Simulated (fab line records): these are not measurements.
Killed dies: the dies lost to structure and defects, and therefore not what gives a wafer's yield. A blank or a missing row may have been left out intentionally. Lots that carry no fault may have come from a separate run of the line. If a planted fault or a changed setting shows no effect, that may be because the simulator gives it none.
fab line records    flow sky130
record lots=7  wafers=21  lastDay=50
route steps=708 shown RES_XHIGH@341 SD_N@342 PAD_OPEN@708
lots that met no fault: from a run of the same line without faults
startH: the number of hours between the record's first day and the start of the first shown wafer of the lot    waitH: time in hours since the lot's previous step    " the same as in the row above    L1.1+2: a row that stands for several wafers    - no value present, or no start provided    * or withheld: withheld    < > ~ a bound
route shown NAME@n: names a module that has steps shown in the file, with the first one's number in the route    usual: mean/standard deviation of fault-free wafers    same: alike in all rows    chamber/n: place in a boat    sites: the reading at each site    _std_site: their standard deviation    _edge_site: mean of outer sites minus mean of inner sites    radiusMm: for every site, how far away it sits from the centre of the wafer    mask NAME#n: copy n    behind: the last tool/chamber to shape the wafer    hold: cause of the lot's hold/its duration in hours/its outcome    device: transistor that didn't switch, given as n, p or np    end of line: at the end of the route, the tests of the same wafers    a step without rows: its recipe alone    killed: the dies lost at the first sort to structure and to defects; this is not the yield of the wafer    map: the dies of a wafer, with x for killed, . for not killed, _ for no die there
set.NAME: the setting that was run; set.NAME@STEP: the one run at that earlier step    model.NAME: the simulator's own value behind a step, which no gauge read
certain route steps with their lots: each step a table, each wafer a row
services: from which hour (startH, from the record's first day; less than 0 if before it) a tool's chamber was out of use, for how many hours, and why
## steps
# step SKY_RES_XHIGH_TW_MEAS_09
# usual RES_XHIGH_TW=1643/23
lot.wafer  tool          chamber  startH  waitH  RES_XHIGH_TW
L738.2     filmMetro-04  -        662.67  0.1    1666
L738.4     "             -        "       "      1673
L738.5     "             -        "       "      1668
L739.2     filmMetro-02  -        670.94  0.1    1629
L739.3     "             -        "       "      1628
L739.4     "             -        "       "      1634
L740.1     filmMetro-04  -        682.11  0.1    1661
L740.2     "             -        "       "      1656
L740.4     "             -        "       "      1661
L753.2     filmMetro-02  -        763.52  0.1    1626
L753.5     "             -        "       "      1617
L753.6     "             -        "       "      1626
L754.3     filmMetro-04  -        776.96  0.1    1691
L754.4     "             -        "       "      1681
L754.5     "             -        "       "      1686
L755.2     filmMetro-03  -        784.44  0.1    1630
L755.3     "             -        "       "      1629
L755.4     "             -        "       "      1635
L758.1     filmMetro-02  -        798.58  0.1    1629
L758.3     "             -        "       "      1630
L758.4     "             -        "       "      1631
# step SKY_SD_N_DEHYDRATE_00
# recipe tempC=200  timeS=60
# step SKY_SD_N_HMDS_01
# recipe primeTimeS=60  primeTempC=120
# step SKY_SD_N_COAT_02
# recipe resist=NOVOLAK  spinRpm=3000  resistThkNm=1140
# step SKY_SD_N_SOFTBAKE_03
# recipe tempC=90  timeS=60  resist=NOVOLAK
# step SKY_SD_N_EXPOSE_04
# recipe maskId=NSDM  na=0.6  sourceShape=conventional  sigmaOuter=0.6  polarization=unpolarized  targetCdNm=380  doseMj=141
# step SKY_SD_N_PEB_05
# recipe tempC=withheld  timeS=*  resist=NOVOLAK
# step SKY_SD_N_DEVELOP_06
# recipe resist=NOVOLAK  developer=TMAH  developTimeS=60  devTempC=23
# step SKY_SD_N_CD_MEAS_07
# recipe targetCdNm=380
# usual cdNm=380.7/2.2
lot.wafer  tool      chamber  startH  waitH  cdNm
L738.2     cdSem-02  -        689.38  0.1    378.2
L738.4     "         -        "       "      380.7
L738.5     "         -        "       "      379.3
L739.2     cdSem-02  -        698.93  0.1    382.7
L739.3     "         -        "       "      379.8
L739.4     "         -        "       "      380.8
L740.1     cdSem-01  -        709.61  0.1    378.0
L740.2     "         -        "       "      379.5
L740.4     "         -        "       "      381.3
L753.2     cdSem-01  -        790.63  0.1    379.1
L753.5     "         -        "       "      381.7
L753.6     "         -        "       "      383.2
L754.3     cdSem-01  -        804.08  0.1    380.5
L754.4     "         -        "       "      380.9
L754.5     "         -        "       "      379.2
L755.2     cdSem-01  -        810.76  0.1    381.7
L755.3     "         -        "       "      379.7
L755.4     "         -        "       "      381.9
L758.1     cdSem-01  -        824.34  0.1    378.9
L758.3     "         -        "       "      383.7
L758.4     "         -        "       "      380.7
# step SKY_SD_N_OVL_MEAS_08
# usual SD_N_OVL=-1.3/1.1
lot.wafer  tool        chamber  startH  waitH  SD_N_OVL[nm]
L738.2     overlay-01  -        689.48  0.1    -1.4
L738.4     "           -        "       "      -0.3
L738.5     "           -        "       "      -0.1
L739.2     overlay-02  -        699.03  0.1    -2.4
L739.3     "           -        "       "      -2.9
L739.4     "           -        "       "      0.2
L740.1     overlay-02  -        709.73  0.1    -0.5
L740.2     "           -        "       "      -2.8
L740.4     "           -        "       "      -1.8
L753.2     overlay-02  -        790.73  0.1    1.0
L753.5     "           -        "       "      -0.9
L753.6     "           -        "       "      -0.5
L754.3     overlay-02  -        804.17  0.1    -2.1
L754.4     "           -        "       "      -4.0
L754.5     "           -        "       "      -3.3
L755.2     overlay-01  -        810.86  0.1    -2.5
L755.3     "           -        "       "      -2.4
L755.4     "           -        "       "      -0.5
L758.1     overlay-01  -        824.46  0.1    -2.2
L758.3     "           -        "       "      -2.3
L758.4     "           -        "       "      -2.6
# step SKY_SD_N_IMPLANT_09
# recipe species=As  energyKev=50  doseCm2=4e+15  tiltDeg=0
# step SKY_SD_N_IMPLANT_10
# recipe species=P  energyKev=20  doseCm2=1e+14  tiltDeg=0
# step SKY_SD_N_STRIP_11
# recipe chemistry=O2/N2  powerW=1400  pressureMtorr=1500  platenTempC=withheld  o2FlowSccm=3000  n2FlowSccm=300  overashFraction=0.5
# usual chamberPressureMTorr=1500.2/1.4  drypumpMotorCurrentA=5.76/0.12  n2FlowSccm=300.1/0.91  oesProductAu=0.527/0.0045  stripTimeToEndpointS=22.55/0.044
lot.wafer  tool            chamber  startH  waitH  chamberPressureMTorr  drypumpMotorCurrentA  n2FlowSccm  oesProductAu  rfHoursCounterH  stripTimeToEndpointS  model.NOVOLAK_of_SD_N_COAT_02.thkNm
L738.2     plasmaAsher-01  1        689.81  0.1    -                     -                     -           -             -                -                     1143
L738.4     "               0        "       "      -                     -                     -           -             -                -                     1140
L738.5     "               0        "       "      -                     -                     -           -             -                -                     1134
L739.2     plasmaAsher-02  1        699.36  0.1    -                     -                     -           -             -                -                     1139
L739.3     "               1        "       "      -                     -                     -           -             -                -                     1139
L739.4     "               0        "       "      -                     -                     -           -             -                -                     1139
L740.1     plasmaAsher-01  0        710.36  0.2    -                     -                     -           -             -                -                     1137
L740.2     "               1        "       "      -                     -                     -           -             -                -                     1133
L740.4     "               1        "       "      -                     -                     -           -             -                -                     1134
L753.2     plasmaAsher-01  0        791.06  0.1    1499.6                5.83                  299.5       0.537         5                22.48                 0
L753.5     "               1        "       "      1501.1                5.80                  299.9       0.532         -                22.51                 0
L753.6     "               0        "       "      1501.2                5.83                  299.1       0.528         -                22.52                 0
L754.3     plasmaAsher-02  1        804.53  0.1    1500.3                5.92                  301.2       0.530         -                22.56                 0
L754.4     "               0        "       "      1501.9                5.54                  301.1       0.534         -                22.58                 0
L754.5     "               0        "       "      1502.0                5.53                  300.5       0.537         -                22.60                 0
L755.2     plasmaAsher-01  1        811.19  0.1    1501.7                5.77                  300.8       0.522         6                22.62                 0
L755.3     "               1        "       "      1500.4                5.78                  300.4       0.530         -                22.59                 0
L755.4     "               0        "       "      1497.2                5.82                  298.8       0.519         -                22.62                 0
L758.1     plasmaAsher-02  1        824.79  0.1    1499.5                5.91                  300.2       0.533         103              22.64                 0
L758.3     "               0        "       "      1499.5                5.55                  301.2       0.529         -                22.63                 0
L758.4     "               1        "       "      1500.0                5.90                  299.5       0.526         -                22.62                 0
# step SKY_SD_N_TW_MEAS_12
# usual SD_N_TW=4015/60
lot.wafer  tool          chamber  startH  waitH  SD_N_TW
L738.2     filmMetro-04  -        689.92  0.1    4040
L738.4     "             -        "       "      4036
L738.5     "             -        "       "      4030
L739.2     filmMetro-03  -        699.47  0.1    3959
L739.3     "             -        "       "      3933
L739.4     "             -        "       "      3931
L740.1     filmMetro-02  -        710.46  0.1    3941
L740.2     "             -        "       "      3966
L740.4     "             -        "       "      3966
L753.2     filmMetro-02  -        791.17  0.1    3975
L753.5     "             -        "       "      3972
L753.6     "             -        "       "      3982
L754.3     filmMetro-02  -        804.61  0.1    3979
L754.4     "             -        "       "      3969
L754.5     "             -        "       "      3968
L755.2     filmMetro-04  -        811.30  0.1    4075
L755.3     "             -        "       "      4054
L755.4     "             -        "       "      4079
L758.1     filmMetro-04  -        824.89  0.1    4063
L758.3     "             -        "       "      4055
L758.4     "             -        "       "      4066
# step SKY_PAD_OPEN_PROBE_99
# usual killed_at_M0_to_M3=43/6.9  killed_at_M4_up=3.0/1.8  killedAtContacts=24/4.8  killedAtFrontEnd=15/4.5  killedAtOther=0.4/0.67  killedDies=86/9.2  killedOnRim=17/3.5  killedOpen=46/6.9  killedShort=39/6
# same grossDies=492  killedAtBackSide=0
lot.wafer  tool       chamber  startH   waitH  hold                   killed_at_M0_to_M3  killed_at_M4_up  killedAtContacts  killedAtFrontEnd  killedAtOther  killedDies  killedOnRim  killedOpen  killedShort
L738.2     prober-01  -        1109.77  0.1    awaitDispo/6.3h/scrap  39                  4                23                426               0              492         96           34          43
L738.4     prober-01  -        1109.87  0.2    awaitDispo/6.3h/scrap  33                  3                14                441               1              492         96           36          33
L738.5     prober-01  -        1109.92  0.2    awaitDispo/6.3h/scrap  40                  8                22                421               1              492         96           45          41
L739.2     prober-02  -        1117.43  0.1    awaitDispo/9.2h/scrap  46                  2                31                413               0              492         96           56          47
L739.3     prober-02  -        1117.48  0.2    awaitDispo/9.2h/scrap  52                  5                22                411               2              492         96           53          43
L739.4     prober-02  -        1117.53  0.2    awaitDispo/9.2h/scrap  48                  1                23                419               1              492         96           46          45
L740.1     prober-01  -        1122.22  0.1    awaitDispo/3.5h/scrap  42                  2                17                431               0              492         96           36          35
L740.2     prober-01  -        1122.27  0.1    awaitDispo/3.5h/scrap  43                  6                23                420               0              492         96           45          44
L740.4     prober-01  -        1122.37  0.2    awaitDispo/3.5h/scrap  45                  3                26                418               0              492         96           48          42
L753.2     prober-01  -        1178.75  0.1    -                      53                  6                23                15                0              97          20           57          39
L753.5     prober-01  -        1178.90  0.2    -                      42                  6                25                22                1              96          17           54          42
L753.6     prober-01  -        1178.95  0.2    -                      52                  3                19                7                 0              81          15           52          29
L754.3     prober-02  -        1183.72  0.2    -                      55                  2                17                16                2              92          20           55          37
L754.4     prober-02  -        1183.77  0.2    -                      40                  5                16                17                0              78          15           42          36
L754.5     prober-02  -        1183.82  0.2    -                      36                  3                25                23                0              87          16           51          36
L755.2     prober-01  -        1189.96  0.1    -                      43                  2                31                15                0              91          15           57          34
L755.3     prober-01  -        1190.01  0.2    -                      40                  2                24                15                0              81          14           46          35
L755.4     prober-01  -        1190.06  0.2    -                      50                  3                20                10                1              84          18           51          33
L758.1     prober-02  -        1199.84  0.1    -                      50                  2                23                8                 0              83          21           44          39
L758.3     prober-02  -        1199.94  0.2    -                      50                  5                21                10                1              87          15           42          45
L758.4     prober-02  -        1199.99  0.2    -                      42                  2                20                20                1              85          15           46          39
# killed by level:class
L738.2 SD_N:areaRta=414 METAL2:geometricParticle:short=7 CONTACT:geometricParticle:short=6 LI_CONTACT:geometricParticle:open=5 VIA2:geometricParticle:open=5 LOCAL_INTERCONNECT:geometricParticle:short=5 CONTACT:geometricParticle:open=5 METAL1:geometricParticle:short=5
L738.4 SD_N:areaRta=420 VIA1:geometricParticle:open=9 VIA3:geometricParticle:open=7 FIELD_ISO:geometricParticle:short=5 POLY_GATE:geometricParticle:short=5 CONTACT:geometricParticle:open=5 VIA1:geometricParticle:short=4 LI_CONTACT:geometricParticle:open=4
L738.5 SD_N:areaRta=406 VIA1:geometricParticle:open=10 CONTACT:geometricParticle:open=9 METAL2:geometricParticle:short=6 METAL4:geometricParticle:short=5 CONTACT:geometricParticle:short=4 LI_CONTACT:geometricParticle:open=4 METAL1:geometricParticle:short=4
L739.2 SD_N:areaRta=388 CONTACT:geometricParticle:open=12 VIA3:geometricParticle:open=10 VIA1:geometricParticle:open=10 LI_CONTACT:geometricParticle:open=9 POLY_GATE:geometricParticle:short=8 VIA1:geometricParticle:short=6 CONTACT:geometricParticle:short=6
L739.3 SD_N:areaRta=394 VIA1:geometricParticle:open=13 VIA2:geometricParticle:open=10 METAL2:geometricParticle:short=9 CONTACT:geometricParticle:short=7 LI_CONTACT:geometricParticle:open=6 VIA3:geometricParticle:open=6 POLY_GATE:geometricParticle:open=5
L739.4 SD_N:areaRta=401 VIA1:geometricParticle:open=16 LI_CONTACT:geometricParticle:open=7 FIELD_ISO:geometricParticle:short=6 VIA1:geometricParticle:short=6 VIA3:geometricParticle:open=6 LI_CONTACT:geometricParticle:short=5 METAL2:geometricParticle:short=5
L740.1 SD_N:areaRta=421 VIA1:geometricParticle:open=10 VIA3:geometricParticle:open=7 VIA1:geometricParticle:short=6 CONTACT:geometricParticle:open=5 VIA2:geometricParticle:open=5 LOCAL_INTERCONNECT:geometricParticle:short=4 CONTACT:geometricParticle:short=4
L740.2 SD_N:areaRta=403 VIA1:geometricParticle:open=16 LI_CONTACT:geometricParticle:open=8 CONTACT:geometricParticle:open=7 METAL1:geometricParticle:short=6 METAL2:geometricParticle:short=5 METAL4:geometricParticle:short=5 POLY_GATE:geometricParticle:short=4
L740.4 SD_N:areaRta=402 LI_CONTACT:geometricParticle:open=10 VIA1:geometricParticle:open=10 METAL1:geometricParticle:short=8 VIA2:geometricParticle:open=7 FIELD_ISO:geometricParticle:short=5 METAL2:geometricParticle:short=5 LOCAL_INTERCONNECT:geometricParticle:short=5
L753.2 VIA1:geometricParticle:open=20 CONTACT:geometricParticle:open=11 VIA1:geometricParticle:short=8 LI_CONTACT:geometricParticle:open=7 VIA2:geometricParticle:open=6 FIELD_ISO:geometricParticle:short=5 POLY_GATE:geometricParticle:open=4 VIA3:geometricParticle:short=4
L753.5 VIA1:geometricParticle:open=12 CONTACT:geometricParticle:open=9 LI_CONTACT:geometricParticle:open=8 VIA3:geometricParticle:open=7 POLY_GATE:geometricParticle:short=6 VIA1:geometricParticle:short=6 FIELD_ISO:geometricParticle:short=5 FIELD_ISO:geometricParticle:open=4
L753.6 VIA1:geometricParticle:open=16 VIA3:geometricParticle:open=12 METAL2:geometricParticle:short=6 CONTACT:geometricParticle:short=5 CONTACT:geometricParticle:open=4 LI_CONTACT:geometricParticle:open=4 VIA1:geometricParticle:short=4 VIA2:geometricParticle:open=4
L754.3 VIA1:geometricParticle:open=12 VIA2:geometricParticle:open=11 CONTACT:geometricParticle:open=6 VIA2:geometricParticle:short=6 METAL2:geometricParticle:short=5 METAL3:geometricParticle:short=5 VIA3:geometricParticle:open=5 POLY_GATE:geometricParticle:open=4
L754.4 METAL2:geometricParticle:short=10 VIA1:geometricParticle:open=8 LI_CONTACT:geometricParticle:open=7 FIELD_ISO:geometricParticle:open=6 POLY_GATE:geometricParticle:short=5 VIA3:geometricParticle:open=5 VIA3:geometricParticle:short=5 LOCAL_INTERCONNECT:geometricParticle:short=4
L754.5 LI_CONTACT:geometricParticle:open=11 CONTACT:geometricParticle:open=9 VIA1:geometricParticle:open=8 POLY_GATE:geometricParticle:short=7 VIA1:geometricParticle:short=6 VIA2:geometricParticle:open=6 FIELD_ISO:geometricParticle:short=5 FIELD_ISO:geometricParticle:open=4
L755.2 VIA1:geometricParticle:open=16 LI_CONTACT:geometricParticle:open=13 CONTACT:geometricParticle:open=8 FIELD_ISO:geometricParticle:open=6 VIA1:geometricParticle:short=6 METAL1:geometricParticle:short=5 CONTACT:geometricParticle:short=5 VIA2:geometricParticle:open=4
L755.3 VIA1:geometricParticle:open=14 CONTACT:geometricParticle:open=12 FIELD_ISO:geometricParticle:open=6 METAL1:geometricParticle:short=5 METAL2:geometricParticle:short=5 METAL3:geometricParticle:short=5 POLY_GATE:geometricParticle:short=4 LOCAL_INTERCONNECT:geometricParticle:short=4
L755.4 VIA1:geometricParticle:open=16 VIA3:geometricParticle:open=8 CONTACT:geometricParticle:open=8 LI_CONTACT:geometricParticle:open=6 METAL1:geometricParticle:short=5 VIA2:geometricParticle:open=5 FIELD_ISO:geometricParticle:open=4 FIELD_ISO:geometricParticle:short=4
L758.1 VIA3:geometricParticle:open=12 VIA1:geometricParticle:open=9 METAL1:geometricParticle:short=7 VIA1:geometricParticle:short=6 CONTACT:geometricParticle:short=6 CONTACT:geometricParticle:open=6 LI_CONTACT:geometricParticle:open=5 METAL2:geometricParticle:short=3
L758.3 VIA1:geometricParticle:open=13 METAL1:geometricParticle:short=9 LOCAL_INTERCONNECT:geometricParticle:short=7 VIA3:geometricParticle:open=6 FIELD_ISO:geometricParticle:short=5 VIA2:geometricParticle:open=5 VIA1:geometricParticle:short=5 LI_CONTACT:geometricParticle:open=4
L758.4 VIA1:geometricParticle:open=13 LOCAL_INTERCONNECT:geometricParticle:short=7 VIA1:geometricParticle:short=7 POLY_GATE:geometricParticle:open=6 FIELD_ISO:geometricParticle:short=5 LOCAL_INTERCONNECT:geometricParticle:open=5 LI_CONTACT:geometricParticle:open=4 VIA3:geometricParticle:open=4
# map L738.2 (x killed, . not)
__________xxxxxxxxxx_________
________xxxxxxxxxxxxxx_______
______xxxxxxxxxxxxxxxxxx_____
_____xxxxxxxxxxxxxxxxxxxx____
____xxxxxxxxxxxxxxxxxxxxxx___
___xxxxxxxxxxxxxxxxxxxxxxxx__
__xxxxxxxxxxxxxxxxxxxxxxxxxx_
_xxxxxxxxxxxxxxxxxxxxxxxxxxxx
_xxxxxxxxxxxxxxxxxxxxxxxxxxxx
_xxxxxxxxxxxxxxxxxxxxxxxxxxxx
_xxxxxxxxxxxxxxxxxxxxxxxxxxxx
_xxxxxxxxxxxxxxxxxxxxxxxxxxxx
_xxxxxxxxxxxxxxxxxxxxxxxxxxxx
_xxxxxxxxxxxxxxxxxxxxxxxxxxxx
_xxxxxxxxxxxxxxxxxxxxxxxxxxxx
__xxxxxxxxxxxxxxxxxxxxxxxxxx_
___xxxxxxxxxxxxxxxxxxxxxxxx__
____xxxxxxxxxxxxxxxxxxxxxx___
_____xxxxxxxxxxxxxxxxxxxx____
______xxxxxxxxxxxxxxxxxx_____
________xxxxxxxxxxxxxx_______
__________xxxxxxxxxx_________
# map L739.2 (x killed, . not)
__________xxxxxxxxxx_________
________xxxxxxxxxxxxxx_______
______xxxxxxxxxxxxxxxxxx_____
_____xxxxxxxxxxxxxxxxxxxx____
____xxxxxxxxxxxxxxxxxxxxxx___
___xxxxxxxxxxxxxxxxxxxxxxxx__
__xxxxxxxxxxxxxxxxxxxxxxxxxx_
_xxxxxxxxxxxxxxxxxxxxxxxxxxxx
_xxxxxxxxxxxxxxxxxxxxxxxxxxxx
_xxxxxxxxxxxxxxxxxxxxxxxxxxxx
_xxxxxxxxxxxxxxxxxxxxxxxxxxxx
_xxxxxxxxxxxxxxxxxxxxxxxxxxxx
_xxxxxxxxxxxxxxxxxxxxxxxxxxxx
_xxxxxxxxxxxxxxxxxxxxxxxxxxxx
_xxxxxxxxxxxxxxxxxxxxxxxxxxxx
__xxxxxxxxxxxxxxxxxxxxxxxxxx_
___xxxxxxxxxxxxxxxxxxxxxxxx__
____xxxxxxxxxxxxxxxxxxxxxx___
_____xxxxxxxxxxxxxxxxxxxx____
______xxxxxxxxxxxxxxxxxx_____
________xxxxxxxxxxxxxx_______
__________xxxxxxxxxx_________
## services
tool            chamber  startH  hours  kind
plasmaAsher-01  -        716.09  1.6    repair
plasmaAsher-01  -        733.75  9.0    pm
plasmaAsher-01  0        733.75  9.0    ventCycle
plasmaAsher-01  1        733.75  9.0    ventCycle
plasmaAsher-01  -        740.57  1.8    repair
plasmaAsher-01  0        742.75  -      clean
plasmaAsher-01  1        742.75  -      clean
## key
firstSign step=SKY_SD_N_STRIP_11  reading=toolRecord  direction=missing
effect step=SKY_PAD_OPEN_PROBE_99  reading=killedAtFrontEnd  direction=up  sigmas=91  usual=15  struck=422
modelEffect step=SKY_SD_N_STRIP_11  value=NOVOLAK_of_SD_N_COAT_02.thkNm  without=0  struck=1138
moreKillsBornAt SKY_SD_N_RTA_14@rtpAnneal-02=2466  SKY_SD_N_RTA_14@rtpAnneal-01=1183
metAt SKY_SD_N_STRIP_11
struckWafers L738.2,L738.4,L738.5,L739.2,L739.3,L739.4,L740.1,L740.2,L740.4
testerLeftOut L738,L739,L740
fault kind=skippedStepWhole  tool=plasmaAsher-01,plasmaAsher-02  chamber=-  onsetH=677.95  steps=SKY_SD_N_STRIP_11  scope=struckLotsOnly
# testerLeftOut: of these lots the tester's yield and bins aren't shown, on N5 and GAA mostly nor the transistor test; their killed dies are dies lost to structure and defects alone, not to doping, threshold or leakage, so they don't give the yield
